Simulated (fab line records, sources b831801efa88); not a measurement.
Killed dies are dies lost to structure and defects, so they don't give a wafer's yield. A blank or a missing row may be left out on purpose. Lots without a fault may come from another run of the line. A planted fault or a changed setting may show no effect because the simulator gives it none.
Which tool did it? | flow sky130 | 11 lots, 33 wafers sampled, at 5 steps of a route of 708

WHAT THE GAUGES READ, wafer by wafer
SKY_FIELD_ISO_THK_MEAS_04. Usual: FIELD_ISO_CVD_03_THK 164.4 nm, standard deviation 1.3.
lot  | measured    | on            | FIELD_ISO_CVD_03_THK (nm) | flag
L169 | day 1 16:59 | film_metro-01 | 165.6 165.3 165.2         |
L170 | day 1 20:55 | film_metro-04 | 165.4 162.9 163.5         |
L171 | day 2 00:35 | film_metro-03 | 166.8 167.5 167.0         |
L172 | day 2 06:20 | film_metro-03 | 164.9 165.6 165.2         |
L174 | day 2 14:29 | film_metro-04 | 163.8 166.3 164.8         |
L175 | day 2 19:29 | film_metro-03 | 164.6 164.8 165.5         |
L176 | day 3 02:19 | film_metro-03 | 163.4 162.9 163.9         |
L188 | day 5 15:59 | film_metro-04 | 165.0 164.1 164.1         |
L189 | day 5 23:04 | film_metro-01 | 166.6 167.0 166.8         |
L190 | day 6 03:34 | film_metro-03 | 165.2 164.9 164.5         |
L191 | day 6 07:44 | film_metro-03 | 162.1 161.9 161.9         |

SKY_FIELD_ISO_THK_MEAS_23. Usual: FIELD_ISO_OXIDATION_01_THK 10.10 nm, standard deviation 0.18.
lot  | measured    | on            | FIELD_ISO_OXIDATION_01_THK (nm) | flag
L169 | day 2 08:49 | film_metro-04 | 9.91 9.93 9.84                  |
L170 | day 2 13:48 | film_metro-03 | 10.29 10.23 10.28               |
L171 | day 2 17:53 | film_metro-01 | 10.10 10.05 10.18               |
L172 | day 3 01:02 | film_metro-03 | 10.12 10.05 9.92                |
L174 | day 3 07:55 | film_metro-03 | 9.96 9.91 9.96                  |
L175 | day 3 13:52 | film_metro-01 | 9.88 9.95 9.87                  |
L176 | day 3 22:04 | film_metro-04 | 10.17 10.00 10.26               |
L188 | day 6 12:07 | film_metro-04 | 9.96 10.13 9.98                 |
L189 | day 6 19:48 | film_metro-04 | 10.25 10.37 10.43               |
L190 | day 7 00:08 | film_metro-03 | 9.77 9.87 9.75                  |
L191 | day 7 05:56 | film_metro-04 | 9.96 9.93 9.85                  |

SKY_PWDE_TW_MEAS_10. Usual: PWDE_TW 371, standard deviation 3.2.
lot  | measured    | on            | PWDE_TW     | flag
L169 | day 3 21:04 | film_metro-02 | 366 366 364 |
L170 | day 4 03:04 | film_metro-01 | 373 374 371 |
L171 | day 4 09:51 | film_metro-02 | 369 367 367 |
L172 | day 4 16:04 | film_metro-01 | 372 373 372 |
L174 | day 4 23:46 | film_metro-02 | 368 366 367 |
L175 | day 5 08:13 | film_metro-03 | 373 375 372 |
L176 | day 5 13:55 | film_metro-01 | 374 375 377 |
L188 | day 8 08:14 | film_metro-03 | 401 401 401 | OFF
L189 | day 8 15:34 | film_metro-01 | 398 397 400 | OFF
L190 | day 8 22:14 | film_metro-03 | 372 374 376 |
L191 | day 9 05:58 | film_metro-01 | 370 373 371 |

SKY_NWELL_RS_MEAS_31: measures by four-point-probe. Usual: PWDE_RS 5278 ohm/sq, standard deviation 16.
lot  | measured     | on            | PWDE_RS (ohm/sq) | flag
L169 | day 5 09:42  | film_metro-01 | 5271 5253 5275   |
L170 | day 5 14:49  | film_metro-01 | 5260 5262 5271   |
L171 | day 5 22:52  | film_metro-03 | 5290 5291 5285   |
L172 | day 6 04:52  | film_metro-02 | 5282 5286 5282   |
L174 | day 6 11:43  | film_metro-03 | 5274 5278 5295   |
L175 | day 6 22:16  | film_metro-02 | 5264 5266 5272   |
L176 | day 7 05:01  | film_metro-01 | 5274 5273 5277   |
L188 | day 10 03:43 | film_metro-01 | 4435 4430 4433   | OFF
L189 | day 10 12:22 | film_metro-03 | 4447 4451 4459   | OFF
L190 | day 10 19:47 | film_metro-03 | 5245 5269 5274   |
L191 | day 11 03:00 | film_metro-01 | 5281 5265 5244   |

WHICH TOOL RAN EACH LOT (tool, then ch and the chambers of the sampled wafers, then the start)
lot  | SKY_PWDE_IMPLANT_08
L169 | implanter-04 ch 0, day 3 20:49
L170 | implanter-04 ch 0, day 4 02:49
L171 | implanter-04 ch 0, day 4 09:38
L172 | implanter-04 ch 0, day 4 15:49
L174 | implanter-01 ch 0, day 4 23:32
L175 | implanter-01 ch 0, day 5 07:58
L176 | implanter-04 ch 0, day 5 13:42
L188 | implanter-04 ch 0, day 8 07:59
L189 | implanter-04 ch 0, day 8 15:19
L190 | implanter-03 ch 0, day 8 22:00
L191 | implanter-03 ch 0, day 9 05:43
- SKY_PWDE_IMPLANT_08

WHAT THE TOOLS THEMSELVES READ (means of the sampled wafers that have a number; where no wafer has one, the mark that the record gives instead)
SKY_PWDE_IMPLANT_08. Usual: beam_on_s 10.00 s, standard deviation 0.19; end_station_pressure_torr 5e-06 Torr, standard deviation 2.5e-07; faraday_current_uA 20.3, standard deviation 0.38.
lot  | tool         | beam_on_s (s) | end_station_pressure_torr (Torr) | faraday_current_uA | flag
L169 | implanter-04 | 10.08         | 5e-06                            | 20.2               |
L170 | implanter-04 | 9.95          | 5e-06                            | 20.4               |
L171 | implanter-04 | 9.91          | 5e-06                            | 20.5               |
L172 | implanter-04 | 10.15         | 5e-06                            | 20.0               |
L174 | implanter-01 | 9.92          | 5e-06                            | 20.5               |
L175 | implanter-01 | 9.85          | 5e-06                            | 20.6               |
L176 | implanter-04 | 10.10         | 5e-06                            | 20.2               |
L188 | implanter-04 | 12.55         | 1e-04                            | 16.3               | OFF
L189 | implanter-04 | 12.47         | 1e-04                            | 16.5               | OFF
L190 | implanter-03 | 10.04         | 5e-06                            | 20.3               |
L191 | implanter-03 | 9.94          | 5e-06                            | 20.5               |

THE ANSWER, worked out from the rows above alone
Rule: a lot is off if the mean of its wafers that have a number lies more than 3 standard deviations from the usual mean. A lot without any number at a reading at which 4 lots or more have one is off too. The other lots that the step has rows for count as sound. The gauges are gone through in route order, then the tools' own readings, and for those a lot's mean is taken as printed above. The first step at which some lot is off is used, and at that step the reading that is off furthest; a lot without a number counts as furthest.
Off: L188, L189, at SKY_PWDE_TW_MEAS_10 (PWDE_TW).
A tool fits if, at a process step before that reading, it ran every lot that is off, and no sound lot after the first of them. The gauges at SKY_PWDE_TW_MEAS_10 aren't tried: what is off there is off at SKY_PWDE_IMPLANT_08 too, on other tools, and a gauge's error can't cause that. One fits: implanter-04 at SKY_PWDE_IMPLANT_08. Its last sound lot is L176 (day 5 13:42), its first lot that is off L188 (day 8 07:59): a fault that began between those two fits.
The tool's own readings at SKY_PWDE_IMPLANT_08 bear it out: on the lots that are off they differ by more than 5 times the standard deviation of the sound lots' means. beam_on_s reads 12.51 s there against 9.99 s on the sound lots; end_station_pressure_torr reads 1e-04 Torr there against 5e-06 Torr on the sound lots; faraday_current_uA reads 16.4 there against 20.4 on the sound lots.

WHAT THE SIMULATOR HAD PUT IN
Process parameter drift: implanter-04, from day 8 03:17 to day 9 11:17, at SKY_PWDE_IMPLANT_08. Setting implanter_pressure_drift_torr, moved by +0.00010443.
Process parameter drift: implanter-04, from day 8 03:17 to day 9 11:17, at SKY_PWDE_IMPLANT_08. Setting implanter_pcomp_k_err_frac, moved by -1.
Lots struck among those shown: L188, L189. The rule above found the same.
